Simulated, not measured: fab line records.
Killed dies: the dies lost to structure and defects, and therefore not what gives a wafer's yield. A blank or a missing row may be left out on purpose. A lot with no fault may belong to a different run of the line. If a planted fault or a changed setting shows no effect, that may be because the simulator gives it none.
fab line records + flow sky130 + part 2 of 2: steps 32 to 43 of 43
record
- lots=5
- wafers=15
- last_day=49
route steps=708 shown POLY_GATE@221 LDD_N@237 LDD_P@255
lots that met no fault: taken from a fault-free run of the same line
start_h: hours from the record's opening day to when the first of the lot's shown wafers began + wait_h: hours elapsed since this lot's preceding step + " the same as in the row above + L1.1+2: several wafers, shown together as one row + - no value, or no start given + * or withheld: withheld + < > ~ a bound
route shown NAME@n: a module of which the file shows steps, and the number in the route of the first + usual: average and standard deviation across the fault-free wafers + same: alike in all rows + chamber/n: place in a boat + sites: readings site by site + _std_site: the values' standard deviation + _edge_site: outer sites' mean less inner sites' + radius_mm: for every site, how far away it sits from the centre of the wafer + mask NAME#n: copy n + behind: tool/chamber where the wafer was last shaped + hold: the reason the lot was held/the length of the hold in hours/how it ended + device: whichever transistor did not switch (one of n, p or np) + end of line: tests of these same wafers at the route's end + step lacking rows: just its recipe + killed: at the first sort, the dies lost to defects and structure; wafer yield is something else + map: the dies of a wafer, with x for killed, . for not killed, _ for no die there
set.NAME: setting as actually run; set.NAME@STEP: the setting as run at that earlier step + model.NAME: the simulator's own value behind a step, which no gauge read
certain route steps with their lots: each step a table, each wafer a row
services: when a tool's chamber went out of use (start_h, in hours from the record's first day, below 0 if earlier), for how many hours, and the reason
## steps
# step SKY_LDD_N_IMPLANT_15
# recipe
- species=BF2
- energy_kev=50
- dose_cm2=5e+12
- tilt_deg=30
- rotation_deg=270
| lot.wafer  | tool         | chamber | start_h | wait_h |
|------------|--------------|---------|---------|--------|
| L081.2+5+6 | implanter-04 | 0       | 473.23  | 0.1    |
| L082.1+3+6 | implanter-03 | 0       | 489.37  | 0.1    |
| L086.2+4+5 | implanter-04 | 0       | 512.79  | 0.1    |
| L089.1+4+6 | implanter-04 | 0       | 541.26  | 0.1    |
| L093.4+5+6 | implanter-03 | 0       | 575.33  | 0.1    |
# step SKY_LDD_N_STRIP_16
# recipe
- chemistry=O2/N2
- power_w=1400
- pressure_mtorr=1500
- platen_temp_c=withheld
- o2_flow_sccm=3000
- n2_flow_sccm=300
- overash_fraction=0.5
# usual
- drypump_motor_current_A=5.9/0.44
- oes_product_au=0.406/0.0042
- strip_time_to_endpoint_s=4.314/0.014
| lot.wafer | tool            | chamber | start_h | wait_h | drypump_motor_current_A | oes_product_au | rf_hours_counter_h | strip_time_to_endpoint_s |
|-----------|-----------------|---------|---------|--------|-------------------------|----------------|--------------------|--------------------------|
| L081.2    | plasma_asher-04 | 0       | 473.36  | 0.1    | 6.0                     | 0.400          | 75                 | 4.340                    |
| L081.5    | "               | 1       | "       | "      | 6.1                     | 0.399          | -                  | 4.323                    |
| L081.6    | "               | 0       | "       | "      | 6.0                     | 0.409          | -                  | 4.293                    |
| L082.1    | plasma_asher-01 | 0       | 489.52  | 0.1    | 5.3                     | 0.409          | 6                  | 4.330                    |
| L082.3    | "               | 0       | "       | "      | 5.2                     | 0.410          | -                  | 4.312                    |
| L082.6    | "               | 1       | "       | "      | 5.2                     | 0.396          | -                  | 4.326                    |
| L086.2    | plasma_asher-03 | 0       | 512.92  | 0.1    | 5.9                     | 0.400          | 40                 | 4.276                    |
| L086.4    | "               | 1       | "       | "      | 6.5                     | 0.410          | -                  | 4.314                    |
| L086.5    | "               | 1       | "       | "      | 6.5                     | 0.406          | -                  | 4.302                    |
| L089.1    | plasma_asher-03 | 0       | 541.41  | 0.1    | 5.9                     | 0.409          | 43                 | 4.327                    |
| L089.4    | "               | 0       | "       | "      | 5.9                     | 0.407          | -                  | 4.301                    |
| L089.6    | "               | 1       | "       | "      | 6.5                     | 0.402          | -                  | 4.322                    |
| L093.4    | plasma_asher-04 | 1       | 575.44  | 0.1    | 6.1                     | 0.404          | -                  | 4.322                    |
| L093.5    | "               | 0       | "       | "      | 6.1                     | 0.409          | -                  | 4.307                    |
| L093.6    | "               | 1       | "       | "      | 6.1                     | 0.407          | -                  | 4.312                    |
# step SKY_LDD_N_TW_MEAS_17
# usual
- LDD_N_TW=2594/19
| lot.wafer | tool          | chamber | start_h | wait_h | LDD_N_TW |
|-----------|---------------|---------|---------|--------|----------|
| L081.2    | film_metro-03 | -       | 473.47  | 0.1    | 2595     |
| L081.5    | "             | -       | "       | "      | 2595     |
| L081.6    | "             | -       | "       | "      | 2624     |
| L082.1    | film_metro-01 | -       | 489.62  | 0.1    | 2611     |
| L082.3    | "             | -       | "       | "      | 2620     |
| L082.6    | "             | -       | "       | "      | 2617     |
| L086.2    | film_metro-03 | -       | 513.03  | 0.1    | 2602     |
| L086.4    | "             | -       | "       | "      | 2612     |
| L086.5    | "             | -       | "       | "      | 2616     |
| L089.1    | film_metro-01 | -       | 541.51  | 0.1    | 2628     |
| L089.4    | "             | -       | "       | "      | 2621     |
| L089.6    | "             | -       | "       | "      | 2614     |
| L093.4    | film_metro-01 | -       | 575.54  | 0.1    | 2598     |
| L093.5    | "             | -       | "       | "      | 2617     |
| L093.6    | "             | -       | "       | "      | 2609     |
# step SKY_LDD_P_DEHYDRATE_00
# recipe
- temp_c=200
- time_s=60
| lot.wafer  | tool           | chamber | start_h | wait_h |
|------------|----------------|---------|---------|--------|
| L081.2+5+6 | litho_track-01 | 0       | 488.25  | 14.8   |
| L082.1+3+6 | litho_track-04 | 0       | 504.13  | 14.5   |
| L086.2+4+5 | litho_track-01 | 0       | 526.40  | 13.4   |
| L089.1+4+6 | litho_track-04 | 0       | 555.43  | 13.9   |
| L093.4+5+6 | litho_track-02 | 0       | 588.89  | 13.3   |
# step SKY_LDD_P_HMDS_01
# recipe
- prime_time_s=60
- prime_temp_c=120
| lot.wafer  | tool           | chamber | start_h | wait_h |
|------------|----------------|---------|---------|--------|
| L081.2+5+6 | litho_track-01 | 0       | 488.40  | 0.1    |
| L082.1+3+6 | litho_track-04 | 0       | 504.28  | 0.1    |
| L086.2+4+5 | litho_track-01 | 0       | 526.55  | 0.1    |
| L089.1+4+6 | litho_track-04 | 0       | 555.58  | 0.1    |
| L093.4+5+6 | litho_track-02 | 0       | 589.04  | 0.1    |
# step SKY_LDD_P_COAT_02
# recipe
- resist=NOVOLAK
- spin_rpm=3000
- resist_thk_nm=1140
# usual
- spin_speed_rpm=2999.8/2.3
| lot.wafer | tool           | chamber | start_h | wait_h | spin_speed_rpm |
|-----------|----------------|---------|---------|--------|----------------|
| L081.2    | litho_track-01 | 0       | 488.55  | 0.1    | 3001.5         |
| L081.5    | "              | 0       | "       | "      | 2996.7         |
| L081.6    | "              | 0       | "       | "      | 3000.9         |
| L082.1    | litho_track-04 | 0       | 504.43  | 0.1    | 3000.8         |
| L082.3    | "              | 0       | "       | "      | 3002.4         |
| L082.6    | "              | 0       | "       | "      | 2999.8         |
| L086.2    | litho_track-01 | 0       | 526.70  | 0.1    | 2995.7         |
| L086.4    | "              | 0       | "       | "      | 3000.8         |
| L086.5    | "              | 0       | "       | "      | 3001.0         |
| L089.1    | litho_track-04 | 0       | 555.73  | 0.1    | 3001.9         |
| L089.4    | "              | 0       | "       | "      | 2994.7         |
| L089.6    | "              | 0       | "       | "      | 2999.0         |
| L093.4    | litho_track-02 | 0       | 589.19  | 0.1    | 2997.5         |
| L093.5    | "              | 0       | "       | "      | 3003.2         |
| L093.6    | "              | 0       | "       | "      | 2997.1         |
# step SKY_LDD_P_SOFTBAKE_03
# recipe
- temp_c=90.37
- time_s=60
- resist=NOVOLAK
| lot.wafer  | tool           | chamber | start_h | wait_h |
|------------|----------------|---------|---------|--------|
| L081.2+5+6 | litho_track-01 | 0       | 488.70  | 0.1    |
| L082.1+3+6 | litho_track-04 | 0       | 504.58  | 0.1    |
| L086.2+4+5 | litho_track-01 | 0       | 526.85  | 0.1    |
| L089.1+4+6 | litho_track-04 | 0       | 555.88  | 0.1    |
| L093.4+5+6 | litho_track-02 | 0       | 589.34  | 0.1    |
# step SKY_LDD_P_EXPOSE_04
# recipe
- mask_id=PSDM
- na=0.6
- source_shape=conventional
- sigma_outer=0.6
- polarization=unpolarized
- target_cd_nm=380
- dose_mj=138
| lot.wafer  | tool             | chamber | start_h | wait_h | mask   |
|------------|------------------|---------|---------|--------|--------|
| L081.2+5+6 | iline_stepper-01 | 0       | -       | -      | PSDM#0 |
| L082.1+3+6 | iline_stepper-02 | 0       | -       | -      | PSDM#0 |
| L086.2+4+5 | iline_stepper-01 | 0       | -       | -      | PSDM#0 |
| L089.1+4+6 | iline_stepper-02 | 0       | -       | -      | PSDM#0 |
| L093.4+5+6 | iline_stepper-02 | 0       | -       | -      | PSDM#0 |
# step SKY_LDD_P_PEB_05
# recipe
- temp_c=withheld
- time_s=*
- resist=NOVOLAK
| lot.wafer  | tool           | chamber | start_h | wait_h |
|------------|----------------|---------|---------|--------|
| L081.2+5+6 | litho_track-02 | 0       | -       | -      |
| L082.1+3+6 | litho_track-04 | 0       | -       | -      |
| L086.2+4+5 | litho_track-01 | 0       | -       | -      |
| L089.1+4+6 | litho_track-02 | 0       | -       | -      |
| L093.4+5+6 | litho_track-02 | 0       | -       | -      |
# step SKY_LDD_P_DEVELOP_06
# recipe
- resist=NOVOLAK
- developer=TMAH
- develop_time_s=60
- dev_temp_c=23
# usual
- developer_temp_C=22.98/0.09
| lot.wafer | tool           | chamber | start_h | wait_h | developer_temp_C |
|-----------|----------------|---------|---------|--------|------------------|
| L081.2    | litho_track-02 | 0       | 503.74  | 0.1    | 22.99            |
| L081.5    | "              | 0       | "       | "      | 22.99            |
| L081.6    | "              | 0       | "       | "      | 22.90            |
| L082.1    | litho_track-04 | 0       | 519.68  | 0.1    | 22.94            |
| L082.3    | "              | 0       | "       | "      | 23.00            |
| L082.6    | "              | 0       | "       | "      | 22.97            |
| L086.2    | litho_track-01 | 0       | 542.60  | 0.1    | 23.01            |
| L086.4    | "              | 0       | "       | "      | 23.00            |
| L086.5    | "              | 0       | "       | "      | 22.88            |
| L089.1    | litho_track-02 | 0       | 571.22  | 0.1    | 22.91            |
| L089.4    | "              | 0       | "       | "      | 22.87            |
| L089.6    | "              | 0       | "       | "      | 22.94            |
| L093.4    | litho_track-02 | 0       | 604.59  | 0.1    | 23.30            |
| L093.5    | "              | 0       | "       | "      | 23.11            |
| L093.6    | "              | 0       | "       | "      | 22.97            |
# step SKY_LDD_P_CD_MEAS_07
# recipe
- target_cd_nm=380
# usual
- cd_nm=379.2/2.3
| lot.wafer | tool      | chamber | start_h | wait_h | cd_nm |
|-----------|-----------|---------|---------|--------|-------|
| L081.2    | cd_sem-01 | -       | 503.89  | 0.1    | 382.3 |
| L081.5    | "         | -       | "       | "      | 382.1 |
| L081.6    | "         | -       | "       | "      | 384.9 |
| L082.1    | cd_sem-02 | -       | 519.83  | 0.1    | 378.1 |
| L082.3    | "         | -       | "       | "      | 377.5 |
| L082.6    | "         | -       | "       | "      | 375.8 |
| L086.2    | cd_sem-02 | -       | 542.74  | 0.1    | 383.5 |
| L086.4    | "         | -       | "       | "      | 383.5 |
| L086.5    | "         | -       | "       | "      | 381.7 |
| L089.1    | cd_sem-02 | -       | 571.37  | 0.1    | 381.3 |
| L089.4    | "         | -       | "       | "      | 378.9 |
| L089.6    | "         | -       | "       | "      | 382.5 |
| L093.4    | cd_sem-01 | -       | 604.73  | 0.1    | 380.9 |
| L093.5    | "         | -       | "       | "      | 379.1 |
| L093.6    | "         | -       | "       | "      | 378.6 |
# step SKY_LDD_P_OVL_MEAS_08
# usual
- LDD_P_OVL=-0.3/1.4
| lot.wafer | tool       | chamber | start_h | wait_h | LDD_P_OVL[nm] |
|-----------|------------|---------|---------|--------|---------------|
| L081.2    | overlay-01 | -       | 504.00  | 0.1    | 0.8           |
| L081.5    | "          | -       | "       | "      | 0.0           |
| L081.6    | "          | -       | "       | "      | 1.0           |
| L082.1    | overlay-02 | -       | 519.95  | 0.1    | 0.8           |
| L082.3    | "          | -       | "       | "      | 0.1           |
| L082.6    | "          | -       | "       | "      | 0.8           |
| L086.2    | overlay-02 | -       | 542.85  | 0.1    | 1.2           |
| L086.4    | "          | -       | "       | "      | 1.3           |
| L086.5    | "          | -       | "       | "      | 1.2           |
| L089.1    | overlay-02 | -       | 571.49  | 0.1    | -2.5          |
| L089.4    | "          | -       | "       | "      | -3.1          |
| L089.6    | "          | -       | "       | "      | -1.7          |
| L093.4    | overlay-01 | -       | 604.81  | 0.1    | 0.4           |
| L093.5    | "          | -       | "       | "      | 1.6           |
| L093.6    | "          | -       | "       | "      | -0.3          |
## services
| tool             | chamber | start_h | hours | kind   |
|------------------|---------|---------|-------|--------|
| plasma_asher-03  | -       | 405.95  | 3.6   | repair |
| rie_diel-03      | -       | 409.57  | 2.8   | pm     |
| krf_scanner-01   | -       | 411.70  | 1.0   | pm     |
| rie_diel-03      | -       | 412.41  | 1.5   | repair |
| implanter-04     | -       | 414.50  | 3.7   | repair |
| iline_stepper-02 | -       | 414.96  | 1.7   | pm     |
| iline_stepper-01 | -       | 418.20  | 19.3  | repair |
| krf_scanner-01   | -       | 420.72  | 6.9   | repair |
| plasma_asher-01  | -       | 421.25  | 9.0   | pm     |
| rie_si-02        | 2       | 426.83  | 8.6   | repair |
| krf_scanner-01   | -       | 427.62  | 0.8   | pm     |
| furnace-02       | -       | 438.22  | 4.0   | pm     |
| krf_scanner-01   | -       | 450.86  | 0.3   | repair |
| implanter-03     | -       | 451.68  | 3.0   | repair |
| implanter-03     | -       | 454.13  | 1.6   | repair |
| rie_si-02        | -       | 454.21  | 0.3   | repair |
| iline_stepper-02 | -       | 462.94  | 4.4   | pm     |
| implanter-04     | -       | 507.39  | 0.7   | repair |
| implanter-04     | -       | 525.73  | 10.4  | repair |
| implanter-04     | -       | 541.41  | 10.4  | pm     |
| plasma_asher-01  | -       | 565.73  | 2.4   | repair |
| rie_diel-03      | 2       | 569.21  | 6.6   | repair |
| implanter-04     | -       | 572.89  | 1.0   | repair |
| rie_diel-03      | -       | 601.03  | 3.3   | repair |
